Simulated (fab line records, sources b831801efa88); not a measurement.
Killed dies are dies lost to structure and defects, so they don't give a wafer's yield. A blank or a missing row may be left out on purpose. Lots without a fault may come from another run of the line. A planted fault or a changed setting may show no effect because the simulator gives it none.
Which tool did it? | flow sky130 | 11 lots, 33 wafers sampled, at 2 steps of a route of 708

WHAT THE GAUGES READ, wafer by wafer
SKY_METAL4_CD_MEAS_13: target cd 300 nm.
lot  | measured     | on        | cd_nm (nm)
L859 | day 42 06:46 | cd_sem-01 | 298.4 299.7 299.7
L860 | day 42 12:23 | cd_sem-01 | 301.0 301.8 302.0
L861 | day 42 23:42 | cd_sem-01 | 299.7 299.1 299.2
L862 | day 43 02:31 | cd_sem-01 | 301.3 301.1 302.5
L863 | day 43 10:35 | cd_sem-01 | 302.1 301.4 302.4
L864 | day 43 21:07 | cd_sem-01 | 299.7 301.2 301.4
L866 | day 44 10:04 | cd_sem-02 | 300.5 300.2 299.1
L868 | day 45 00:55 | cd_sem-02 | 302.2 302.3 302.6
L877 | day 47 05:07 | cd_sem-01 | 298.8 298.7 298.4
L879 | day 47 15:41 | cd_sem-01 | 299.3 300.7 300.0
L880 | day 47 22:25 | cd_sem-02 | 298.6 298.4 300.2

WHICH TOOL RAN EACH LOT (tool, then ch and the chambers of the sampled wafers, then the start)
lot  | SKY_VIA3_STRIP_16
L859 | plasma_asher-01 ch 0, day 40 03:18
L860 | plasma_asher-01 ch 1, day 40 10:15
L861 | plasma_asher-02 ch 0,1, day 40 22:23
L862 | plasma_asher-01 ch 0,1, day 41 00:15
L863 | plasma_asher-01 ch 0,1, day 41 09:56
L864 | plasma_asher-03 ch 0,1, day 41 20:49
L866 | plasma_asher-02 ch 0,1, day 42 09:11
L868 | plasma_asher-03 ch 0,1, day 43 01:48
L877 | plasma_asher-01 ch 0,1, day 45 08:38
L879 | plasma_asher-02 ch 1, day 45 22:14
L880 | plasma_asher-01 ch 0,1, day 46 04:51
- SKY_VIA3_STRIP_16: strips in O2/N2.

THE ANSWER, worked out from the rows above alone
Rule: what is usual is taken from the lots themselves. Put in order of their means at a reading, lots are off if they are a third of the lots or fewer, leave a main group of 4 or more, and stand apart from it by a gap of 3 or more times the standard deviation of the main group's means; of several such gaps the widest counts. A main group whose means are all the same, to the digits that the tables above print for the reading, isn't used. A lot without any number at a reading at which 4 lots or more have one is off too. The other lots that the step has rows for count as sound.
No lot is off at any reading shown: from this, nothing can be told.

WHAT THE SIMULATOR HAD PUT IN
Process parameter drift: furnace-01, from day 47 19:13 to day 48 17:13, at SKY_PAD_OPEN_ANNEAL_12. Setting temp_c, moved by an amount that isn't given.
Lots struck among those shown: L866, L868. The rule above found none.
